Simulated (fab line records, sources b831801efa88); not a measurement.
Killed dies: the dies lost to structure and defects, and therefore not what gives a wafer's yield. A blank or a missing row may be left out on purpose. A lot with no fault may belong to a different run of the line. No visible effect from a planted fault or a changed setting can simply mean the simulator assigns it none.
2 desks looking at one fault    flow gf180mcu    only its own numbers are on each desk; what lay behind them is given at the end

## FROM THE METROLOGY DESK
What the gauges read for every lot (on any tool): the sampled wafers with a number, averaged. If a lot's mean is further than 4 standard deviations from the usual mean, the lot is out of limits and carries the mark OUT (the distance appears in the brackets).
Columns: A = SALICIDE_TIN_THK at GF_SALICIDE_THK_MEAS_05, usual 19.90 nm
lot   first seen here  A
L135  day 15 10:49     20.07
L136  day 15 17:46     20.29
L137  day 16 04:31     19.54
L138  day 16 07:31     19.86
L141  day 17 01:40     19.77
L142  day 17 18:41     19.36
L143  day 18 04:43     19.81
L145  day 18 19:35     20.28
L146  day 19 03:33     20.08
L147  day 19 17:13     20.03
L149  day 20 12:52     19.80
L150  day 20 15:37     19.41
L151  day 21 03:16     19.82
L155  day 22 05:20     19.80
This desk's verdict: no lot among the 14 shows anything out of limits.

## DESK OF THE TOOL OWNER: plasma_asher-04
The tool's own readings at GF_CONTACT_STRIP_18 (strips in O2/N2): means of the sampled wafers that have a number, for each lot that ran on this tool. If a lot's mean is further than 4 standard deviations from the usual mean, the lot is out of limits and carries the mark OUT (the distance appears in the brackets).
Columns: A = drypump_motor_current_A at GF_CONTACT_STRIP_18, usual 5.9 A; B = heater_power_w at GF_CONTACT_STRIP_18, usual 333 W; C = oes_product_au at GF_CONTACT_STRIP_18, usual 0.580 a.u.; D = platen_temp_c at GF_CONTACT_STRIP_18, usual 250.00 C
lot   first seen here  A    B    C      D
L141  day 18 00:59     5.8  329  0.582  249.97
L145  day 19 21:46     5.8  333  0.581  250.30
L147  day 20 17:50     5.8  346  0.580  249.80
L149  day 21 13:56     5.8  343  0.579  249.98
L150  day 21 17:23     5.8  332  0.581  250.24
L151  day 22 04:11     5.8  312  0.588  240.94 (-48) OUT
L155  day 23 05:28     5.8  311  0.595  240.67 (-49) OUT
This desk finds L151, L155 out of limits, L151 being first, at day 22 04:11 (platen_temp_c at GF_CONTACT_STRIP_18). L141, L145, L147, L149, L150 stayed within limits.

## BROUGHT TOGETHER
An alarm could have come from the tool owner's desk at day 22 04:11, on L151, L155.
Nothing out of limits was seen by the metrology desk.
The metrology desk has L151, L155 on record, within its limits.
The lots listed all ran GF_CONTACT_STRIP_18 on plasma_asher-04.

## WHAT THE SIMULATOR HAD INSERTED
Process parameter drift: plasma_asher-04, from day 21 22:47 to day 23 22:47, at GF_CONTACT_STRIP_18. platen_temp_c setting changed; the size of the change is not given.
Shown lots that were struck: L151, L155.
Each desk's first reading out of limits, in hours after the fault started: the tool owner's desk, 5.
